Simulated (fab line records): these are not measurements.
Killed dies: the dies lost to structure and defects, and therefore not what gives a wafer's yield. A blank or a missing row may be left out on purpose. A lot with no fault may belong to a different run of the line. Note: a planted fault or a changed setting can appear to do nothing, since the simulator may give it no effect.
Chamber matching	flow sky130	SKY_VIA1_ETCH_14 on rieDiel-01: 4 sister chambers
The step etches BARC in N2/H2, stops on SiO2, time 45.9 s, target depth 60 nm. 8 wafers are shown with their chamber, then 8 later ones without.

WAFERS PAIRED WITH THEIR CHAMBERS
wafer	chamber	drypumpMotorCurrentA (A)	throttleValvePct (%)
L080.2	0	5.7	13.205
L085.4	3	6.1	13.243
L085.5	1	5.4	13.228
L085.6	0	5.7	13.225
L087.1	1	5.5	13.218
L087.3	2	6.0	13.228
L087.4	3	6.1	13.225
L090.2	2	6.0	13.242

WAFERS MISSING THEIR CHAMBER
wafer	drypumpMotorCurrentA (A)	throttleValvePct (%)
L090.3	6.1	13.205
L090.4	5.7	13.233
L092.3	6.1	13.220
L092.4	5.9	13.217
L092.6	5.4	13.225
L093.3	5.4	13.221
L093.4	5.7	13.216
L093.5	5.4	13.237

CHAMBER TAKEN BY EACH
wafer	from the rows above	in truth
L090.3	can't be placed: 3 or 2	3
L090.4	0	0
L092.3	can't be placed: 3 or 2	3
L092.4	2	2
L092.6	1	1
L093.3	1	1
L093.4	0	0
L093.5	1	1
6 of 8 placed correctly. Not placeable from these rows: 2 (in 2, the candidates include the true chamber). Number placed wrongly: 0.
How it was worked out, from the rows above alone: a wafer's distance from a chamber is the root of the sum, over the readings, of the square of ((its reading less the chamber's mean) divided by the reading's scatter). The wafer belongs to the nearest chamber; if the next one is less than 2 further off, it can't be placed. For every chamber, the mean is computed from those of its wafers that are shown. The scatter is the square root of a quotient: the sum, over the shown wafers, of each reading's squared deviation from its chamber's mean, divided by wafers minus chambers.
